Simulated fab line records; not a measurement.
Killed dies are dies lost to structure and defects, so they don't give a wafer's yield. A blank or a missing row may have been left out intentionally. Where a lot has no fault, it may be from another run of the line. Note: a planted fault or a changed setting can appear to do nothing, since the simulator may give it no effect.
The same fault as seen by 2 desks | flow gf180mcu | each desk has only its own numbers; what lay behind them comes last

## AT THE METROLOGY DESK
What the gauges read, lot by lot, whatever tool the lot ran on: means of the sampled wafers that have a number. A lot is out of limits, marked OUT, if its mean lies more than 4 standard deviations from the usual mean; the brackets give that distance.
Columns: A = V3_BOW at GF_V3_BOW_MEAS_05, usual 118 um; B = V3_W_RS at GF_V3_RS_MEAS_24, usual 0.326 ohm/sq; C = V3_W_THK at GF_V3_THK_MEAS_25, usual 358 nm
lot  | first seen here | A   | B                | C
L797 | day 20 23:23    | 127 | 0.319            | 362
L798 | day 21 12:55    | 119 | 0.319            | 365
L801 | day 22 14:48    | 124 | 0.330            | 352
L805 | day 24 12:32    | 115 | 0.323            | 369
L807 | day 25 19:49    | 118 | 0.388 (+11) OUT  | 300 (-8.2) OUT
L808 | day 26 02:01    | 108 | 0.381 (+9.9) OUT | 306 (-7.4) OUT
L811 | day 26 05:50    | 131 | 0.331            | 356
L812 | day 26 22:22    | 114 | 0.330            | 356
L815 | day 27 12:30    | 123 | 0.327            | 357
L818 | day 28 05:36    | 127 | 0.329            | 352
L819 | day 28 14:16    | 118 | 0.328            | 355
This desk's result: L807, L808 out of limits, first on L807 (V3_W_RS at GF_V3_RS_MEAS_24), day 26 18:13. L797, L798, L801, L805, L811, L812, L815, L818, L819 stayed within limits.

## AT THE TOOL OWNER'S DESK: cvd w-02
The tool's own readings at GF_V3_CVD_23 (deposits W, target thk 350 nm, time 104.9 s): means of the sampled wafers that have a number, for each lot that ran on this tool. A lot is out of limits, marked OUT, if its mean lies more than 4 standard deviations from the usual mean; the brackets give that distance.
Columns: A = chamber pressure Torr at GF_V3_CVD_23, usual 40.00 Torr; B = heater power outer w at GF_V3_CVD_23, usual 521 W; C = heater power w at GF_V3_CVD_23, usual 832 W
lot  | first seen here | A                       | B   | C
L797 | day 22 00:26    | 40.14                   | 382 | 646
L798 | day 22 13:32    | 40.02                   | 494 | 811
L805 | day 25 10:11    | 39.98                   | 430 | 727
L807 | day 26 18:06    | 28.67 (-99 or more) OUT | 496 | 820
L808 | day 26 22:55    | 28.64 (-99 or more) OUT | 435 | 737
This desk finds L807, L808 out of limits, L807 being first, at day 26 18:06 (chamber pressure Torr at GF_V3_CVD_23). L797, L798, L805 stayed within limits.

## ALL TOGETHER
On L807, L808, at day 26 18:06, an alarm was possible from the tool owner's desk.
Metrology desk: alarm possible at day 26 18:13 on L807, L808.
The lots listed all ran GF_V3_CVD_23 on cvd w-02.

## WHAT THE SIMULATOR PUT IN
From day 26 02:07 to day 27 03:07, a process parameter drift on cvd w-02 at GF_V3_CVD_23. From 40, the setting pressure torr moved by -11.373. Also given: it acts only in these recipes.
Shown lots that were struck: L807, L808.
Counting hours from when the fault started, the first reading out of limits came at 16 for the tool owner's desk and at 16 for the metrology desk.
